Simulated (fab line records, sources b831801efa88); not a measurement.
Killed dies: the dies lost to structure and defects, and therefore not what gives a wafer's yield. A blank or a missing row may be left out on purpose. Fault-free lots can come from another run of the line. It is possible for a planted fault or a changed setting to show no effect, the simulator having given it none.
fab line records	flow sky130
record lots=6	wafers=18	lastDay=50
route steps=708 shown RES_PROTECT@212 POLY_GATE@213 PAD_OPEN@708
lots with no fault: from the same line, run without faults
startH: hours from the record's first day to the start of the lot's first wafer shown	waitH: hours from the lot's prior step to this one	" as in the row above	L1.1+2: several wafers, shown together as one row	- no value, or no start given	* or withheld: withheld	< > ~ a bound
route shown NAME@n: names a module that has steps shown in the file, with the first one's number in the route	usual: average and standard deviation across the fault-free wafers	same: alike in all rows	chamber/n: place in a boat	sites: readings site by site	_std_site: their standard deviation	_edge_site: mean of outer sites minus mean of inner sites	radiusMm: for every site, how far away it sits from the centre of the wafer	mask NAME#n: copy n	behind: the most recent tool/chamber to have shaped the wafer	hold: why the lot was held/for how many hours/how that ended	device: the transistor (n, p or np) that didn't switch	end of line: the route-end tests of the same wafers	step lacking rows: just its recipe	killed: not the wafer's yield, but the dies lost to structure and defects at the first sort	map: a wafer's dies, x killed, . not, _ none there
set.NAME: setting as actually run; set.NAME@STEP: the setting as run at that earlier step	model.NAME: the simulator's own value behind a step, which no gauge read
certain route steps with their lots: each step a table, each wafer a row
services: from which hour (startH, from the record's first day; less than 0 if before it) a tool's chamber was out of use, for how many hours, and why
## steps
# step SKY_RES_PROTECT_DEVELOP_06
# recipe resist=NOVOLAK	developer=TMAH	developTimeS=60	devTempC=23
# step SKY_POLY_GATE_IMPLANT_02
# recipe species=P	energyKev=30	doseCm2=7.7e+15	tiltDeg=0
# step SKY_RES_PROTECT_STRIP_07
# recipe chemistry=O2/N2	powerW=1400	pressureMtorr=1500	platenTempC=withheld	o2FlowSccm=3000	n2FlowSccm=300	overashFraction=0.5
# usual drypumpMotorCurrentA=5.75/0.18	n2FlowSccm=299.9/0.94	oesProductAu=0.518/0.0045	stripTimeToEndpointS=23.29/0.041
lot.wafer	tool	chamber	startH	waitH	drypumpMotorCurrentA	n2FlowSccm	oesProductAu	rfHoursCounterH	stripTimeToEndpointS
L849.2	plasmaAsher-04	0	391.24	0.1	5.70	299.3	0.516	71	23.25
L849.3	"	1	"	"	5.83	301.9	0.516	-	23.20
L849.4	"	0	"	"	5.72	300.7	0.516	-	23.16
L852.1	plasmaAsher-02	1	407.93	0.1	5.94	299.4	0.524	60	23.33
L852.3	"	1	"	"	5.89	299.9	0.520	-	23.33
L852.5	"	0	"	"	5.52	298.3	0.516	-	23.32
L851.1	plasmaAsher-02	0	412.35	0.1	5.52	299.3	0.516	60	23.29
L851.2	"	1	"	"	5.89	300.1	0.521	60	23.30
L851.3	"	1	"	"	5.90	299.8	0.512	-	23.35
L862.2	plasmaAsher-04	0	494.05	0.1	5.67	299.1	0.522	6	23.27
L862.3	"	0	"	"	5.67	298.3	0.519	-	23.25
L862.6	"	1	"	"	5.78	299.7	0.508	-	23.27
L865.2	plasmaAsher-03	1	515.04	0.1	5.52	299.1	0.517	38	23.35
L865.3	"	0	"	"	6.05	299.7	0.518	-	23.28
L865.4	"	1	"	"	5.54	298.7	0.519	-	23.33
L868.1	plasmaAsher-03	0	535.50	0.1	6.05	301.6	0.527	40	23.28
L868.3	"	0	"	"	6.06	300.8	0.510	-	23.25
L868.4	"	1	"	"	5.55	300.1	0.521	-	23.29
# step SKY_RES_PROTECT_TW_MEAS_08
# usual POLY_GATE_TW=4058/44
lot.wafer	tool	chamber	startH	waitH	POLY_GATE_TW
L849.2	filmMetro-04	-	391.35	0.1	4074
L849.3	"	-	"	"	4069
L849.4	"	-	"	"	4061
L852.1	filmMetro-01	-	408.03	0.1	4022
L852.3	"	-	"	"	4032
L852.5	"	-	"	"	4027
L851.1	filmMetro-04	-	412.45	0.1	4087
L851.2	"	-	"	"	4116
L851.3	"	-	"	"	4092
L862.2	filmMetro-04	-	494.16	0.1	4104
L862.3	"	-	"	"	4104
L862.6	"	-	"	"	4102
L865.2	filmMetro-04	-	515.15	0.1	4085
L865.3	"	-	"	"	4111
L865.4	"	-	"	"	4082
L868.1	filmMetro-04	-	535.60	0.1	4069
L868.3	"	-	"	"	4067
L868.4	"	-	"	"	4082
# step SKY_RES_PROTECT_CLEAN_09
# recipe chemistry=SC1/SC2	mix=1:4:20	tempC=70	timeS=150	dry=n2Spin
# step SKY_POLY_GATE_CVD_03
# recipe material=Si3N4	precursor=DCS/NH3	targetThkNm=75	tempC=770	timeS=1290	pressureMtorr=250
# step SKY_POLY_GATE_THK_MEAS_04
# recipe reads=Si3N4_of_POLY_GATE_CVD_03
# usual POLY_GATE_CVD_03_THK=75.3/0.88
lot.wafer	tool	chamber	startH	waitH	POLY_GATE_CVD_03_THK[nm]
L849.2	filmMetro-04	-	394.46	0.0	74.7
L849.3	"	-	"	"	75.3
L849.4	"	-	"	"	75.3
L852.1	filmMetro-04	-	410.68	0.0	75.8
L852.3	"	-	"	"	75.7
L852.5	"	-	"	"	75.7
L851.1	filmMetro-02	-	414.30	0.0	75.3
L851.2	"	-	"	"	74.8
L851.3	"	-	"	"	75.0
L862.2	filmMetro-02	-	495.62	0.0	76.6
L862.3	"	-	"	"	76.3
L862.6	"	-	"	"	76.3
L865.2	filmMetro-02	-	522.24	0.0	74.9
L865.3	"	-	"	"	75.7
L865.4	"	-	"	"	75.0
L868.1	filmMetro-03	-	537.74	0.0	74.1
L868.3	"	-	"	"	74.7
L868.4	"	-	"	"	74.6
# step SKY_POLY_GATE_DEHYDRATE_05
# recipe tempC=200	timeS=60
# step SKY_POLY_GATE_HMDS_06
# recipe primeTimeS=60	primeTempC=120
# step SKY_POLY_GATE_COAT_07
# recipe resist=BARC	tempC=withheld	timeS=withheld	spinRpm=3000	resistThkNm=110
# step SKY_POLY_GATE_COAT_08
# recipe resist=KrF-thick	spinRpm=3000	resistThkNm=450
# step SKY_POLY_GATE_SOFTBAKE_09
# recipe tempC=100	timeS=90	resist=KrF-thick
# step SKY_POLY_GATE_EXPOSE_10
# recipe maskId=P1M	na=0.68	sourceShape=conventional	sigmaOuter=0.6	targetCdNm=150	doseMj=28
lot.wafer	tool	chamber	startH	waitH	mask
L849.2+3+4	krfScanner-01	0	409.48	-	P1M#0
L852.1+3+5	krfScanner-01	0	425.89	-	P1M#0
L851.1+2+3	krfScanner-01	0	429.48	-	P1M#0
L862.2+3+6	krfScanner-01	0	511.45	-	P1M#0
L865.2+3+4	krfScanner-02	0	537.36	-	P1M#0
L868.1+3+4	krfScanner-01	0	553.63	-	P1M#0
# step SKY_POLY_GATE_PEB_11
# recipe pebTempC=withheld	pebTimeS=withheld	resist=KrF-thick
# step SKY_POLY_GATE_DEVELOP_12
# recipe developTimeS=60	resist=KrF-thick	devTempC=22.08
lot.wafer	tool	chamber	startH	waitH	model.POLY_GATE.cdNm
L849.2	lithoTrack-01	0	-	-	150.2
L849.3	"	0	"	"	150.4
L849.4	"	0	"	"	150.5
L852.1	lithoTrack-01	0	-	-	107.6
L852.3	"	0	"	"	108
L852.5	"	0	"	"	143.2
L851.1	lithoTrack-03	0	-	-	133.5
L851.2	"	0	"	"	105.1
L851.3	"	0	"	"	125.7
L862.2	lithoTrack-01	0	-	-	151.8
L862.3	"	0	"	"	149.3
L862.6	"	0	"	"	150
L865.2	lithoTrack-03	0	-	-	151.4
L865.3	"	0	"	"	150.2
L865.4	"	0	"	"	149.9
L868.1	lithoTrack-03	0	-	-	151.2
L868.3	"	0	"	"	149.9
L868.4	"	0	"	"	149.5
# step SKY_POLY_GATE_CD_MEAS_13
# recipe targetCdNm=150
# usual cdNm=149.6/1.4
lot.wafer	tool	chamber	startH	waitH	cdNm
L849.2	cdSem-02	-	424.53	-	149.9
L849.3	"	-	"	"	150.4
L849.4	"	-	"	"	150.4
L852.1	cdSem-01	-	441.16	-	107.2
L852.3	"	-	"	"	108.2
L852.5	"	-	"	"	143.3
L851.1	cdSem-02	-	444.18	-	133.6
L851.2	"	-	"	"	105.1
L851.3	"	-	"	"	125.5
L862.2	cdSem-01	-	526.08	-	152.1
L862.3	"	-	"	"	149.4
L862.6	"	-	"	"	150.0
L865.2	cdSem-01	-	552.80	-	151.3
L865.3	"	-	"	"	150.1
L865.4	"	-	"	"	149.5
L868.1	cdSem-02	-	568.43	-	151.4
L868.3	"	-	"	"	149.8
L868.4	"	-	"	"	149.3
# step SKY_POLY_GATE_OVL_MEAS_14
# usual POLY_GATE_OVL=-1/5
lot.wafer	tool	chamber	startH	waitH	POLY_GATE_OVL[nm]
L849.2	overlay-01	-	424.63	0.1	1
L849.3	"	-	"	"	2
L849.4	"	-	"	"	-2
L852.1	overlay-02	-	441.28	0.1	-9
L852.3	"	-	"	"	-7
L852.5	"	-	"	"	1
L851.1	overlay-02	-	444.30	0.1	-3
L851.2	"	-	"	"	-4
L851.3	"	-	"	"	-6
L862.2	overlay-02	-	526.18	0.1	5
L862.3	"	-	"	"	7
L862.6	"	-	"	"	5
L865.2	overlay-01	-	552.91	0.1	-5
L865.3	"	-	"	"	-2
L865.4	"	-	"	"	7
L868.1	overlay-02	-	568.55	0.1	2
L868.3	"	-	"	"	4
L868.4	"	-	"	"	0
# step SKY_POLY_GATE_ETCH_15
# recipe chemistry=N2/H2	target=BARC	ionEnergyEv=200	sourceW=500	biasW=100	pressureMtorr=30	n2FlowSccm=100	h2FlowSccm=200	stopOn=SiO2	timeS=118.5	targetDepthA=1100
# usual drypumpMotorCurrentA=5.6/0.57	n2FlowSccm=99.98/0.28	oesProductAu=0.716/0.0041	throttleValvePct=13.214/0.0076
lot.wafer	tool	chamber	startH	waitH	drypumpMotorCurrentA	n2FlowSccm	oesProductAu	rfHoursCounterH	throttleValvePct
L849.2	rieDiel-04	0	424.66	0.0	6.0	99.91	0.712	17	13.205
L849.3	"	2	"	"	6.4	99.94	0.718	5	13.215
L849.4	"	0	"	"	6.0	100.19	0.717	-	13.218
L852.1	rieDiel-03	3	441.31	0.0	6.0	99.87	0.719	20	13.221
L852.3	"	1	"	"	4.7	100.33	0.716	79	13.198
L852.5	"	2	"	"	5.5	99.79	0.724	-	13.222
L851.1	rieDiel-01	1	444.34	0.0	5.2	99.84	0.716	4	13.221
L851.2	"	0	"	"	6.5	99.78	0.715	66	13.209
L851.3	"	2	"	"	5.2	99.54	0.721	17	13.218
L862.2	rieDiel-01	2	526.21	0.0	5.1	100.11	0.721	19	13.211
L862.3	"	0	"	"	6.6	99.36	0.721	68	13.221
L862.6	"	2	"	"	5.2	99.59	0.713	-	13.221
L865.2	rieDiel-03	3	552.94	0.0	5.9	99.78	0.716	22	13.226
L865.3	"	0	"	"	4.7	99.99	0.719	9	13.206
L865.4	"	2	"	"	5.5	99.99	0.712	-	13.212
L868.1	rieDiel-04	2	568.59	0.0	6.3	100.11	0.722	8	13.229
L868.3	"	1	"	"	6.1	100.41	0.718	35	13.213
L868.4	"	0	"	"	6.0	99.74	0.725	20	13.211
# step SKY_POLY_GATE_ETCH_16
# recipe stopOn=poly-Si	chemistry=CH3F/O2	target=Si3N4	sourceW=400	biasW=80	pressureMtorr=25	ch3fFlowSccm=40	O2_flow_sccm=30	timeS=147.5	targetDepthA=750
# usual ch3fFlowSccm=40.00/0.12	drypumpMotorCurrentA=5.6/0.57	oesProductAu=0.641/0.0056	throttleValvePct=10.534/0.0087
lot.wafer	tool	chamber	startH	waitH	ch3fFlowSccm	drypumpMotorCurrentA	oesProductAu	rfHoursCounterH	throttleValvePct
L849.2	rieDiel-04	0	424.75	0.0	39.85	5.9	0.627	17	10.535
L849.3	"	2	"	"	40.10	6.3	0.644	5	10.539
L849.4	"	0	"	"	39.92	6.0	0.637	-	10.523
L852.1	rieDiel-03	3	441.40	0.0	40.01	6.0	0.644	20	10.540
L852.3	"	1	"	"	40.01	4.7	0.647	79	10.529
L852.5	"	2	"	"	40.14	5.5	0.643	-	10.532
L851.1	rieDiel-01	2	444.42	0.0	39.90	5.1	0.646	17	10.522
L851.2	"	3	"	"	40.08	5.4	0.642	12	10.521
L851.3	"	0	"	"	39.84	6.4	0.642	66	10.531
L862.2	rieDiel-01	2	526.30	0.0	39.97	5.1	0.652	19	10.550
L862.3	"	0	"	"	39.89	6.4	0.646	68	10.534
L862.6	"	2	"	"	39.92	5.2	0.639	-	10.538
L865.2	rieDiel-03	3	553.02	0.0	39.98	6.0	0.641	22	10.532
L865.3	"	0	"	"	39.90	4.7	0.649	10	10.534
L865.4	"	2	"	"	40.00	5.5	0.633	-	10.534
L868.1	rieDiel-04	2	568.67	0.0	40.23	6.3	0.638	8	10.537
L868.3	"	1	"	"	40.12	6.0	0.641	35	10.520
L868.4	"	0	"	"	39.94	5.9	0.647	20	10.552
# step SKY_POLY_GATE_ETCH_17
# recipe targetDepthNm=180	stopOn=SiO2	overEtchFrac=0.56667	chemistry=HBr/Cl2	target=poly-Si	icpW=400	biasW=100	pressureMtorr=10	HBr_flow_sccm=150	Cl2_flow_sccm=50	timeS=70.5
# usual drypumpMotorCurrentA=5.6/0.46	oesProductAu=0.989/0.006	throttleValvePct=33.684/0.0095
lot.wafer	tool	chamber	startH	waitH	drypumpMotorCurrentA	oesProductAu	rfHoursCounterH	throttleValvePct	model.POLY_GATE.cdNm
L849.2	rieSi-01	0	424.85	0.0	5.2	0.986	4	33.678	150.6
L849.3	"	3	"	"	5.8	0.981	7	33.687	150.2
L849.4	"	2	"	"	5.3	0.988	3	33.685	151.2
L852.1	rieSi-01	2	441.50	0.0	5.3	0.991	3	33.668	107.1
L852.3	"	1	"	"	6.4	0.997	5	33.701	111.9
L852.5	"	0	"	"	5.1	0.988	-	33.682	143.1
L851.1	rieSi-02	2	444.52	0.0	6.4	0.989	1	33.672	132.6
L851.2	"	1	"	"	5.6	0.991	7	33.691	107.5
L851.3	"	0	"	"	5.3	0.990	56	33.678	126.2
L862.2	rieSi-02	2	526.40	0.0	6.4	0.982	2	33.697	151
L862.3	"	0	"	"	5.3	0.987	0	33.692	148.7
L862.6	"	0	"	"	5.3	0.980	-	33.690	148.8
L865.2	rieSi-01	0	553.12	0.0	5.2	0.991	5	33.680	153.3
L865.3	"	2	"	"	5.3	0.989	3	33.684	149.9
L865.4	"	3	"	"	5.8	0.988	-	33.677	150.4
L868.1	rieSi-02	1	568.77	0.0	5.6	0.993	7	33.690	151.7
L868.3	"	0	"	"	5.3	0.995	0	33.675	152
L868.4	"	2	"	"	6.4	0.982	2	33.685	149.2
# step SKY_POLY_GATE_STRIP_18
# recipe chemistry=O2/N2	powerW=1400	pressureMtorr=1500	platenTempC=withheld	o2FlowSccm=3000	n2FlowSccm=300	overashFraction=0.5
# usual drypumpMotorCurrentA=5.77/0.19	n2FlowSccm=300.1/0.89	oesProductAu=0.361/0.0043	stripTimeToEndpointS=3.183/0.028
lot.wafer	tool	chamber	startH	waitH	drypumpMotorCurrentA	n2FlowSccm	oesProductAu	rfHoursCounterH	stripTimeToEndpointS
L849.2	plasmaAsher-02	0	424.90	0.0	5.54	301.1	0.364	62	3.165
L849.3	"	0	"	"	5.54	300.5	0.368	-	3.215
L849.4	"	1	"	"	5.89	300.9	0.365	-	3.191
L852.1	plasmaAsher-02	0	441.55	0.0	5.54	300.8	0.362	63	3.178
L852.3	"	1	"	"	5.90	298.4	0.367	-	3.189
L852.5	"	1	"	"	5.91	298.8	0.358	-	3.188
L851.1	plasmaAsher-02	0	444.57	0.0	5.54	300.8	0.366	64	3.172
L851.2	"	1	"	"	5.92	299.7	0.354	64	3.159
L851.3	"	1	"	"	5.94	300.9	0.365	-	3.145
L862.2	plasmaAsher-03	0	526.45	0.0	6.06	298.2	0.359	39	3.185
L862.3	"	1	"	"	5.58	300.2	0.357	-	3.170
L862.6	"	1	"	"	5.57	300.5	0.353	-	3.151
L865.2	plasmaAsher-01	1	553.17	0.0	5.76	300.9	0.361	84	3.137
L865.3	"	0	"	"	5.82	300.0	0.361	-	3.155
L865.4	"	1	"	"	5.77	300.1	0.361	-	3.163
L868.1	plasmaAsher-01	0	568.82	0.0	5.82	299.3	0.357	86	3.157
L868.3	"	1	"	"	5.78	297.7	0.364	-	3.178
L868.4	"	0	"	"	5.84	300.2	0.361	-	3.175
# step SKY_PAD_OPEN_PROBE_99
# usual killed_at_M0_to_M3=43/6.9	killed_at_M4_up=3.0/1.8	killedAtContacts=24/4.8	killedAtFrontEnd=15/4.5	killedAtOther=0.4/0.67	killedDies=86/9.2	killedOnRim=17/3.5	killedOpen=46/6.9	killedShort=39/6
# same grossDies=492	killedAtBackSide=0
lot.wafer	tool	chamber	startH	waitH	killed_at_M0_to_M3	killed_at_M4_up	killedAtContacts	killedAtFrontEnd	killedAtOther	killedDies	killedOnRim	killedOpen	killedShort
L849.2	prober-02	-	1117.43	0.1	46	2	30	25	0	103	26	55	47
L849.3	prober-02	-	1117.48	0.2	52	5	21	17	2	97	19	53	42
L849.4	prober-02	-	1117.53	0.2	48	1	23	18	1	91	20	46	45
L852.1	prober-02	-	1126.47	0.1	36	2	29	423	1	491	95	41	39
L852.3	prober-02	-	1126.57	0.2	37	3	23	426	0	489	93	46	29
L852.5	prober-02	-	1126.67	0.2	36	2	17	21	0	76	16	38	37
L851.1	prober-01	-	1128.34	0.1	31	1	25	24	1	82	13	40	40
L851.2	prober-01	-	1128.39	0.1	50	2	25	415	0	492	96	56	43
L851.3	prober-01	-	1128.44	0.2	45	2	21	140	0	208	19	48	34
L862.2	prober-02	-	1177.01	0.1	52	4	24	13	0	93	19	48	45
L862.3	prober-02	-	1177.06	0.2	42	3	30	17	0	92	22	58	34
L862.6	prober-02	-	1177.21	0.2	40	0	20	20	0	80	18	48	30
# killed by level:class
L849.2 CONTACT:geometricParticle:open=12 VIA3:geometricParticle:open=10 VIA1:geometricParticle:open=10 POLY_GATE:geometricParticle:short=8 LI_CONTACT:geometricParticle:open=8 VIA1:geometricParticle:short=6 CONTACT:geometricParticle:short=6 VIA2:geometricParticle:open=6
L849.3 VIA1:geometricParticle:open=13 VIA2:geometricParticle:open=10 METAL2:geometricParticle:short=9 CONTACT:geometricParticle:short=7 LI_CONTACT:geometricParticle:open=6 VIA3:geometricParticle:open=6 POLY_GATE:geometricParticle:open=5 FIELD_ISO:geometricParticle:short=4
L849.4 VIA1:geometricParticle:open=16 LI_CONTACT:geometricParticle:open=7 FIELD_ISO:geometricParticle:short=6 VIA1:geometricParticle:short=6 VIA3:geometricParticle:open=6 LI_CONTACT:geometricParticle:short=5 METAL2:geometricParticle:short=5 POLY_GATE:geometricParticle:open=4
L852.1 POLY_GATE:areaExpose=411 CONTACT:geometricParticle:open=8 VIA1:geometricParticle:open=8 CONTACT:geometricParticle:short=7 VIA3:geometricParticle:short=6 LI_CONTACT:geometricParticle:open=6 LOCAL_INTERCONNECT:geometricParticle:short=5 METAL2:geometricParticle:short=5
L852.3 POLY_GATE:areaExpose=414 CONTACT:geometricParticle:open=12 VIA1:geometricParticle:open=10 METAL2:geometricParticle:open=5 FIELD_ISO:geometricParticle:open=4 LOCAL_INTERCONNECT:geometricParticle:short=4 LI_CONTACT:geometricParticle:open=4 METAL3:geometricParticle:short=3
L852.5 VIA1:geometricParticle:open=8 POLY_GATE:geometricParticle:short=7 CONTACT:geometricParticle:open=7 METAL1:geometricParticle:short=5 VIA2:geometricParticle:open=5 POLY_GATE:geometricParticle:open=4 LI_CONTACT:geometricParticle:open=4 VIA2:geometricParticle:short=4
L851.1 VIA1:geometricParticle:open=10 CONTACT:geometricParticle:open=9 POLY_GATE:geometricParticle:open=7 POLY_GATE:geometricParticle:short=6 LOCAL_INTERCONNECT:geometricParticle:short=5 VIA1:geometricParticle:short=5 METAL2:geometricParticle:short=5 FIELD_ISO:geometricParticle:open=4
L851.2 POLY_GATE:areaExpose=393 VIA1:geometricParticle:open=14 LI_CONTACT:geometricParticle:open=8 CONTACT:geometricParticle:open=8 FIELD_ISO:geometricParticle:open=6 METAL2:geometricParticle:short=6 METAL1:geometricParticle:short=6 VIA2:geometricParticle:open=6
L851.3 POLY_GATE:areaExpose=126 VIA1:geometricParticle:open=11 VIA2:geometricParticle:open=9 CONTACT:geometricParticle:short=7 CONTACT:geometricParticle:open=7 METAL2:geometricParticle:short=6 LI_CONTACT:geometricParticle:open=6 FIELD_ISO:geometricParticle:short=4
L862.2 CONTACT:geometricParticle:open=12 METAL1:geometricParticle:short=12 LI_CONTACT:geometricParticle:open=8 VIA1:geometricParticle:short=8 VIA1:geometricParticle:open=8 VIA2:geometricParticle:open=6 VIA3:geometricParticle:open=5 FIELD_ISO:geometricParticle:short=4
L862.3 VIA1:geometricParticle:open=13 LI_CONTACT:geometricParticle:open=12 CONTACT:geometricParticle:open=8 VIA3:geometricParticle:open=7 VIA2:geometricParticle:open=6 FIELD_ISO:geometricParticle:open=5 VIA1:geometricParticle:short=5 POLY_GATE:geometricParticle:short=5
L862.6 CONTACT:geometricParticle:open=9 VIA1:geometricParticle:open=9 LI_CONTACT:geometricParticle:open=7 FIELD_ISO:geometricParticle:short=6 VIA2:geometricParticle:open=6 FIELD_ISO:geometricParticle:open=6 VIA3:geometricParticle:open=5 METAL1:geometricParticle:short=4
# map L851.2 (x killed, . not)
__________xxxxxxxxxx_________
________xxxxxxxxxxxxxx_______
______xxxxxxxxxxxxxxxxxx_____
_____xxxxxxxxxxxxxxxxxxxx____
____xxxxxxxxxxxxxxxxxxxxxx___
___xxxxxxxxxxxxxxxxxxxxxxxx__
__xxxxxxxxxxxxxxxxxxxxxxxxxx_
_xxxxxxxxxxxxxxxxxxxxxxxxxxxx
_xxxxxxxxxxxxxxxxxxxxxxxxxxxx
_xxxxxxxxxxxxxxxxxxxxxxxxxxxx
_xxxxxxxxxxxxxxxxxxxxxxxxxxxx
_xxxxxxxxxxxxxxxxxxxxxxxxxxxx
_xxxxxxxxxxxxxxxxxxxxxxxxxxxx
_xxxxxxxxxxxxxxxxxxxxxxxxxxxx
_xxxxxxxxxxxxxxxxxxxxxxxxxxxx
__xxxxxxxxxxxxxxxxxxxxxxxxxx_
___xxxxxxxxxxxxxxxxxxxxxxxx__
____xxxxxxxxxxxxxxxxxxxxxx___
_____xxxxxxxxxxxxxxxxxxxx____
______xxxxxxxxxxxxxxxxxx_____
________xxxxxxxxxxxxxx_______
__________xxxxxxxxxx_________
# map L852.1 (x killed, . not)
__________xxxxxxxxxx_________
________xxxxxxxxxxxxxx_______
______.xxxxxxxxxxxxxxxxx_____
_____xxxxxxxxxxxxxxxxxxxx____
____xxxxxxxxxxxxxxxxxxxxxx___
___xxxxxxxxxxxxxxxxxxxxxxxx__
__xxxxxxxxxxxxxxxxxxxxxxxxxx_
_xxxxxxxxxxxxxxxxxxxxxxxxxxxx
_xxxxxxxxxxxxxxxxxxxxxxxxxxxx
_xxxxxxxxxxxxxxxxxxxxxxxxxxxx
_xxxxxxxxxxxxxxxxxxxxxxxxxxxx
_xxxxxxxxxxxxxxxxxxxxxxxxxxxx
_xxxxxxxxxxxxxxxxxxxxxxxxxxxx
_xxxxxxxxxxxxxxxxxxxxxxxxxxxx
_xxxxxxxxxxxxxxxxxxxxxxxxxxxx
__xxxxxxxxxxxxxxxxxxxxxxxxxx_
___xxxxxxxxxxxxxxxxxxxxxxxx__
____xxxxxxxxxxxxxxxxxxxxxx___
_____xxxxxxxxxxxxxxxxxxxx____
______xxxxxxxxxxxxxxxxxx_____
________xxxxxxxxxxxxxx_______
__________xxxxxxxxxx_________
## services
tool	chamber	startH	hours	kind
krfScanner-01	-	368.28	1.3	pm
krfScanner-01	-	369.58	1.0	pm
rieDiel-03	1	371.46	12.1	repair
plasmaAsher-02	-	373.75	0.7	repair
plasmaAsher-02	-	387.23	2.8	pm
krfScanner-01	-	403.39	0.7	repair
krfScanner-01	-	411.49	4.4	pm
krfScanner-01	-	419.16	1.0	repair
rieDiel-04	3	423.10	9.9	repair
rieSi-01	2	426.25	4.3	repair
rieDiel-03	2	430.77	4.3	repair
rieDiel-03	0	431.84	12.7	repair
rieDiel-04	1	441.52	4.9	repair
rieSi-02	3	467.55	4.8	repair
rieSi-01	-	468.08	4.3	pm
rieSi-01	1	474.15	18.4	repair
krfScanner-01	-	505.68	0.8	pm
rieDiel-04	1	507.08	10.8	repair
rieSi-02	1	520.48	7.3	repair
rieDiel-03	0	535.59	3.1	repair
rieDiel-01	3	537.01	10.5	repair
krfScanner-01	-	538.50	1.0	pm
krfScanner-01	-	544.18	1.3	pm
rieDiel-04	-	549.27	2.6	repair
## key
firstSign step=SKY_POLY_GATE_CD_MEAS_13	reading=cdNm	direction=down	sigmas=21	usual=149.6	struck=120.5
effect step=SKY_PAD_OPEN_PROBE_99	reading=killedAtFrontEnd	direction=up	sigmas=51	usual=15	struck=242	wafersMoved=4
modelEffect step=SKY_POLY_GATE_DEVELOP_12	value=POLY_GATE.cdNm	without=148.2	struck=120.5
modelEffect step=SKY_POLY_GATE_ETCH_17	value=POLY_GATE.cdNm	without=149.1	struck=121.4
moreKillsBornAt SKY_POLY_GATE_EXPOSE_10@krfScanner-01=1346
metAt SKY_POLY_GATE_EXPOSE_10
struckWafers L851.1,L851.2,L851.3,L852.1,L852.3,L852.5
laterRowsLeftOut L851.2,L852.1,L852.3
testerLeftOut L851,L852
onsetBetween 409.48 425.89
alsoFits SKY_RES_PROTECT_STRIP_07:plasmaAsher-02
fault kind=processParameterDrift	tool=krfScanner-01	chamber=-	onsetH=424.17	steps=SKY_POLY_GATE_EXPOSE_10	channel=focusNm	offset=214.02	spreadByWafer=0.3	shape=step	endH=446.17
# testerLeftOut: of these lots the tester's yield and bins aren't shown, on N5 and GAA mostly nor the transistor test; their killed dies are dies lost to structure and defects alone, not to doping, threshold or leakage, so they don't give the yield
# laterRowsLeftOut: the simulator's readings of these wafers behind a module that went badly wrong aren't trusted and aren't shown, but for the sort
